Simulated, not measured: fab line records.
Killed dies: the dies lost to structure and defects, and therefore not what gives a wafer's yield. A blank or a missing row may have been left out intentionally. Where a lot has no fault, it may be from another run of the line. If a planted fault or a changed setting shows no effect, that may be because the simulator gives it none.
2 desks looking at one fault	flow gf180mcu	each desk holds nothing but its own numbers, with what lay behind them at the end

== AT THE TOOL OWNER'S DESK: iline stepper-02 ==
The tool's own readings at GF_HV_LDD_EXPOSE_43 (exposes mask Pplus HV AREA, target cd 400 nm): means of the sampled wafers that have a number, for each lot that ran on this tool. Marked OUT: a lot whose mean sits more than 4 standard deviations from the usual mean, which makes it out of limits; the brackets give that distance.
Columns: A = exposure dose mJ cm2 at GF_HV_LDD_EXPOSE_43, usual 140.01; B = focus offset nm at GF_HV_LDD_EXPOSE_43, usual 0.1 nm
lot	first seen here	A	B
L556	day 18 09:44	140.08	0.4
L561	day 19 20:32	140.00	-0.7
Finding of this desk: none of the 2 lots has anything out of limits.

== FROM THE METROLOGY DESK ==
What the gauges read, lot by lot, whatever tool the lot ran on: means of the sampled wafers that have a number. Marked OUT: a lot whose mean sits more than 4 standard deviations from the usual mean, which makes it out of limits; the brackets give that distance.
Columns: A = cd nm at GF_HV_LDD_CD_MEAS_31, usual 399.9 nm; B = HV_LDD_02_OVL at GF_HV_LDD_OVL_MEAS_32, usual -0.5 nm; C = HV_LDD_3_TW at GF_HV_LDD_TW_MEAS_38, usual 1416
lot	first seen here	A	B	C
L548	day 15 02:29	401.9	-0.5	1400
L549	day 15 16:54	399.9	-1.2	1439
L556	day 17 20:40	402.3	-0.2	1398
L561	day 19 06:59	401.8	-0.1	1406
L563	day 20 01:26	399.8	-0.2	1427
L564	day 20 07:37	395.4	0.3	1422
Finding of this desk: none of the 6 lots has anything out of limits.

== TAKEN TOGETHER ==
The tool owner's desk saw nothing out of limits.
From the metrology desk's view, nothing was out of limits.

== WHAT THE SIMULATOR HAD INSERTED ==
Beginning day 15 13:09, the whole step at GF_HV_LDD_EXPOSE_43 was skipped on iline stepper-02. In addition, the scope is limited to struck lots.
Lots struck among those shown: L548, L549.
